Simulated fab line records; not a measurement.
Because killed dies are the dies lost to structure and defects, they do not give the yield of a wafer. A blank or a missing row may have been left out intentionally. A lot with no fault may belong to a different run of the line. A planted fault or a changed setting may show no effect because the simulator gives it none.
Which tool did it? :: flow gf180mcu :: 13 lots with 39 wafers sampled at 3 steps, on a route of 602 steps

== WHAT THE GAUGES SHOWED, per wafer ==
GF_TOP_METAL_OVL_MEAS_15.
lot: L306
measured: day 28 10:32
on: overlay-02
TOP_METAL_OVL (nm): -4.5 -3.0 -2.3

lot: L307
measured: day 28 18:10
on: overlay-02
TOP_METAL_OVL (nm): -2.4 -1.4 -1.6

lot: L308
measured: day 28 22:19
on: overlay-02
TOP_METAL_OVL (nm): -2.4 -2.8 -3.8

lot: L309
measured: day 29 08:55
on: overlay-01
TOP_METAL_OVL (nm): -0.7 1.4 0.5

lot: L310
measured: day 29 15:56
on: overlay-01
TOP_METAL_OVL (nm): -0.3 -2.0 -1.5

lot: L311
measured: day 29 23:58
on: overlay-02
TOP_METAL_OVL (nm): 3.7 2.2 2.1

lot: L312
measured: day 30 09:37
on: overlay-01
TOP_METAL_OVL (nm): -1.0 -1.1 -1.1

lot: L315
measured: day 31 05:38
on: overlay-02
TOP_METAL_OVL (nm): -2.3 -1.0 -2.4

lot: L319
measured: day 32 17:53
on: overlay-01
TOP_METAL_OVL (nm): -3.5 -2.3 -1.9

lot: L321
measured: day 32 23:17
on: overlay-02
TOP_METAL_OVL (nm): -1.0 -0.1 -2.4

lot: L320
measured: day 33 01:49
on: overlay-01
TOP_METAL_OVL (nm): 1.4 2.1 -0.8

lot: L327
measured: day 34 09:17
on: overlay-02
TOP_METAL_OVL (nm): -0.1 -0.1 -1.0

lot: L328
measured: day 34 15:52
on: overlay-02
TOP_METAL_OVL (nm): 0.8 1.6 1.5

== WHICH TOOL RAN EACH LOT (tool, then ch and the chambers of the sampled wafers, then the start) ==
lot: L306
GF_SALICIDE_SPUTTER_03: pvdSputter-01, day 15 10:29
GF_V5_CMP_26: cmp-02 ch 0,1, day 27 14:31

lot: L307
GF_SALICIDE_SPUTTER_03: pvdSputter-01, day 15 18:01
GF_V5_CMP_26: cmp-02 ch 1,2,3, day 27 21:59

lot: L308
GF_SALICIDE_SPUTTER_03: pvdSputter-01, day 16 03:31
GF_V5_CMP_26: cmp-02 ch 1,2,3, day 28 03:08

lot: L309
GF_SALICIDE_SPUTTER_03: pvdSputter-03, day 16 09:53
GF_V5_CMP_26: cmp-02 ch 1,3, day 28 12:55

lot: L310
GF_SALICIDE_SPUTTER_03: pvdSputter-01, day 16 19:56
GF_V5_CMP_26: cmp-01 ch 1,2, day 28 20:14

lot: L311
GF_SALICIDE_SPUTTER_03: pvdSputter-03, day 17 04:43
GF_V5_CMP_26: cmp-02 ch 0,2,3, day 29 04:29

lot: L312
GF_SALICIDE_SPUTTER_03: pvdSputter-04, day 17 16:52
GF_V5_CMP_26: cmp-02 ch 0,2, day 29 14:26

lot: L315
GF_SALICIDE_SPUTTER_03: pvdSputter-01, day 18 21:17
GF_V5_CMP_26: cmp-02 ch 0,1,2, day 30 11:47

lot: L319
GF_SALICIDE_SPUTTER_03: pvdSputter-03, day 20 22:10
GF_V5_CMP_26: cmp-01 ch 1,2, day 32 00:56

lot: L321
GF_SALICIDE_SPUTTER_03: pvdSputter-01, day 21 08:40
GF_V5_CMP_26: cmp-02 ch 0,2,3, day 32 06:14

lot: L320
GF_SALICIDE_SPUTTER_03: pvdSputter-03, day 21 10:25
GF_V5_CMP_26: cmp-02 ch 1,2,3, day 32 08:59

lot: L327
GF_SALICIDE_SPUTTER_03: pvdSputter-01, day 23 10:13
GF_V5_CMP_26: cmp-02 ch 1,2, day 33 17:26

lot: L328
GF_SALICIDE_SPUTTER_03: pvdSputter-04, day 23 18:32
GF_V5_CMP_26: cmp-02 ch 0,1, day 34 00:38
- GF_SALICIDE_SPUTTER_03: material TiN, target thk 20 nm, time 16.7 s.
- GF_V5_CMP_26: polishes, stops on SiO2, t overpolish 15 s, target thk 0 nm.

== AS READ BY THE TOOLS THEMSELVES (means over the sampled wafers that have a number; for cases with no such wafer, the mark the record gives instead) ==
GF_SALICIDE_SPUTTER_03.
lot: L306
tool: pvdSputter-01
throttleValvePct (%): 30.6

lot: L307
tool: pvdSputter-01
throttleValvePct (%): 31.6

lot: L308
tool: pvdSputter-01
throttleValvePct (%): 31.5

lot: L309
tool: pvdSputter-03
throttleValvePct (%): 30.3

lot: L310
tool: pvdSputter-01
throttleValvePct (%): 31.2

lot: L311
tool: pvdSputter-03
throttleValvePct (%): 29.9

lot: L312
tool: pvdSputter-04
throttleValvePct (%): 30.7

lot: L315
tool: pvdSputter-01
throttleValvePct (%): 31.3

lot: L319
tool: pvdSputter-03
throttleValvePct (%): 29.9

lot: L321
tool: pvdSputter-01
throttleValvePct (%): 30.4

lot: L320
tool: pvdSputter-03
throttleValvePct (%): 30.1

lot: L327
tool: pvdSputter-01
throttleValvePct (%): 31.2

lot: L328
tool: pvdSputter-04
throttleValvePct (%): 30.6

GF_V5_CMP_26.
lot: L306
tool: cmp-02
headPressurePsi (psi): 3.501
motorCurrentA (A): 11.7
overpolishRunS (s): 15.000
timeToEndpointS (s): 82.4

lot: L307
tool: cmp-02
headPressurePsi (psi): 3.507
motorCurrentA (A): 10.8
overpolishRunS (s): 15.007
timeToEndpointS (s): 87.7

lot: L308
tool: cmp-02
headPressurePsi (psi): 3.502
motorCurrentA (A): 11.0
overpolishRunS (s): 15.004
timeToEndpointS (s): 85.7

lot: L309
tool: cmp-02
headPressurePsi (psi): 3.502
motorCurrentA (A): 11.8
overpolishRunS (s): 15.006
timeToEndpointS (s): 88.0

lot: L310
tool: cmp-01
headPressurePsi (psi): 3.509
motorCurrentA (A): 10.1
overpolishRunS (s): 14.994
timeToEndpointS (s): 82.2

lot: L311
tool: cmp-02
headPressurePsi (psi): 3.497
motorCurrentA (A): 10.9
overpolishRunS (s): 14.998
timeToEndpointS (s): 85.3

lot: L312
tool: cmp-02
headPressurePsi (psi): 3.493
motorCurrentA (A): 10.4
overpolishRunS (s): 14.995
timeToEndpointS (s): 86.1

lot: L315
tool: cmp-02
headPressurePsi (psi): 3.495
motorCurrentA (A): 10.8
overpolishRunS (s): 15.002
timeToEndpointS (s): 86.3

lot: L319
tool: cmp-01
headPressurePsi (psi): 3.504
motorCurrentA (A): 9.9
overpolishRunS (s): 15.000
timeToEndpointS (s): 87.1

lot: L321
tool: cmp-02
headPressurePsi (psi): 3.501
motorCurrentA (A): 10.5
overpolishRunS (s): 15.003
timeToEndpointS (s): 87.7

lot: L320
tool: cmp-02
headPressurePsi (psi): 3.500
motorCurrentA (A): 11.1
overpolishRunS (s): 14.996
timeToEndpointS (s): 84.6

lot: L327
tool: cmp-02
headPressurePsi (psi): 3.493
motorCurrentA (A): 10.9
overpolishRunS (s): 15.010
timeToEndpointS (s): 81.9

lot: L328
tool: cmp-02
headPressurePsi (psi): 3.500
motorCurrentA (A): 11.1
overpolishRunS (s): 15.000
timeToEndpointS (s): 83.0

== THE ANSWER, worked out from the rows above alone ==
Rule: what is usual is taken from the lots themselves. Put in order of their means at a reading, lots are off if they are a third of the lots or fewer, leave a main group of 4 or more, and stand apart from it by a gap of 3 or more times the standard deviation of the main group's means; of several such gaps the widest counts. A main group whose means are all the same, to the digits that the tables above print for the reading, isn't used. A lot without any number at a reading at which 4 lots or more have one is off too. Any other lot the step has rows for is counted as sound. First the gauges in route order, then the tools' own readings, where a lot's mean is used as printed above. The first step at which some lot is off is used, and at that step the reading that is off furthest; a lot without a number counts as furthest.
Across all readings shown, no lot is off: no conclusion can be drawn from this.

== WHAT HAD BEEN PUT IN BY THE SIMULATOR ==
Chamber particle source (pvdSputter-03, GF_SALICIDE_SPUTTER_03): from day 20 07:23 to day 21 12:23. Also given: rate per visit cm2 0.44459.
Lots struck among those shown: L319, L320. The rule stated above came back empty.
